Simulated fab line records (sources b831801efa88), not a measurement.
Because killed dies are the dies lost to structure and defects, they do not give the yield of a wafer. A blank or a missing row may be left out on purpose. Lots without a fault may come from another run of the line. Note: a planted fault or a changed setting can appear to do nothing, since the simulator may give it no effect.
Struck lot and sound lot, side by side | flow gf180mcu | 27 out of 602 route steps
Sound: the wafers L392.2, L392.3, L392.4. The struck wafers were L379.1, L379.3, L379.6. Last of all comes the cause.
At each step with rows: each side's tool, then ch and its chambers, then its first start. Under that, the readings that differ: sound wafers | struck wafers | difference of the means | sigmas: that difference in standard deviations of wafers without a fault.
alike: a reading whose means differ by less than 2 such deviations, as well as words and numbers matching on both sides. not compared: withheld readings; readings where some wafer has no value; bounds like >300 that might hide an equal value; numbers whose values overlap and for which the record gives no deviation.
The two part at a step that has a row with sigmas, a row that says differs or no value, or rows on one side only. Non-overlapping numbers with no deviation appear without sigmas and do not part them. A reading missing from all wafers of one side parts the sides only when that side holds two or more wafers.

GF_NWELL_STRIP_10: strips in O2/N2.
  sound on plasma-asher-01 ch 0,1, day 6 16:52; struck on plasma-asher-03 ch 0,1, day 3 18:46
  alike: chamber-pressure-mTorr, drypump-motor-current-A, heater-power-w, oes-product-au, strip-time-to-endpoint-s
  not compared: rf-hours-counter-h
GF_NWELL_TW_MEAS_11:
  sound: film-metro-04 at day 6 16:59; struck: film-metro-02 at day 3 18:52
  alike: NWELL_TW
then, 7 steps without rows for these wafers: GF_LVPWELL_DEHYDRATE_00 (time 60 s); GF_LVPWELL_HMDS_01 (prime time 60 s); GF_LVPWELL_COAT_02 (resist thk 3000 nm); GF_LVPWELL_SOFTBAKE_03; GF_LVPWELL_EXPOSE_04 (exposes mask LVPWELL, target cd 600 nm); GF_LVPWELL_PEB_05; GF_LVPWELL_DEVELOP_06 (develop time 60 s).
GF_LVPWELL_OVL_MEAS_07:
  sound: overlay-02 at day 7 07:59; struck: overlay-01 at day 4 08:19
  alike: LVPWELL_OVL
then, 2 steps without rows for these wafers: GF_LVPWELL_IMPLANT_08; GF_LVPWELL_IMPLANT_09.
GF_LVPWELL_STRIP_10: strips in O2/N2.
  sound on plasma-asher-03 ch 0,1, day 7 08:19; struck on plasma-asher-04 ch 0,1, day 4 08:39
  no value came back on the struck wafers for any of 5 readings (chamber-pressure-mTorr (mTorr), drypump-motor-current-A (A) and others); on the sound wafers chamber-pressure-mTorr (mTorr) reads 1500.3 1502.0 1499.7
  reading                                   | sound | struck         | difference | sigmas
  model.coat_of_LVPWELL_COAT_02.thk-nm (nm) | 0 0 0 | 2996 2995 2997 | +2996      |
  not compared: rf-hours-counter-h
GF_LVPWELL_TW_MEAS_11:
  sound: film-metro-03 at day 7 08:26; struck: film-metro-02 at day 4 08:45
  reading    | sound       | struck      | difference | sigmas
  LVPWELL_TW | 546 546 542 | 578 577 574 | +32        | +3
then, 7 steps without rows for these wafers: GF_MVSD_DEHYDRATE_00 (time 60 s); GF_MVSD_HMDS_01 (prime time 60 s); GF_MVSD_COAT_02 (resist thk 3000 nm); GF_MVSD_SOFTBAKE_03; GF_MVSD_EXPOSE_04 (exposes mask MVSD, target cd 1000 nm); GF_MVSD_PEB_05; GF_MVSD_DEVELOP_06 (develop time 60 s).
GF_MVSD_OVL_MEAS_07:
  sound: overlay-02 at day 8 00:48; struck: overlay-01 at day 4 22:29
  alike: MVSD_OVL
then, 2 steps without rows for these wafers: GF_MVSD_IMPLANT_08; GF_MVSD_IMPLANT_09.
GF_MVSD_STRIP_10: strips in O2/N2.
  sound on plasma-asher-02 ch 0,1, day 8 01:08; struck on plasma-asher-01 ch 0,1, day 4 22:50
  reading                      | sound             | struck            | difference | sigmas
  oes-product-au (a.u.)        | 0.716 0.723 0.719 | 0.738 0.736 0.740 | +0.019     | +4
  strip-time-to-endpoint-s (s) | 37.15 37.18 37.19 | 81.25 81.24 81.31 | +44.09     | +99 or more
  alike: chamber-pressure-mTorr, drypump-motor-current-A, heater-power-w
  not compared: rf-hours-counter-h
GF_MVSD_TW_MEAS_11:
  sound: film-metro-04 at day 8 01:14; struck: film-metro-04 at day 4 23:10
  reading | sound          | struck   | difference | sigmas
  MVSD_TW | 1606 1612 1603 | 31 31 31 | -1576      | -48
  not compared: hold
next, for these wafers, 1 step has no rows: GF_PASSIVATION_PROBE_99.

## WHERE THEY PART
First at GF_LVPWELL_STRIP_10; last, within this record, at GF_MVSD_TW_MEAS_11.

WHY: what had been put in by the simulator
Whole step skipped at GF_LVPWELL_STRIP_10 on plasma-asher-04, starting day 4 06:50. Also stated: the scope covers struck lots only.
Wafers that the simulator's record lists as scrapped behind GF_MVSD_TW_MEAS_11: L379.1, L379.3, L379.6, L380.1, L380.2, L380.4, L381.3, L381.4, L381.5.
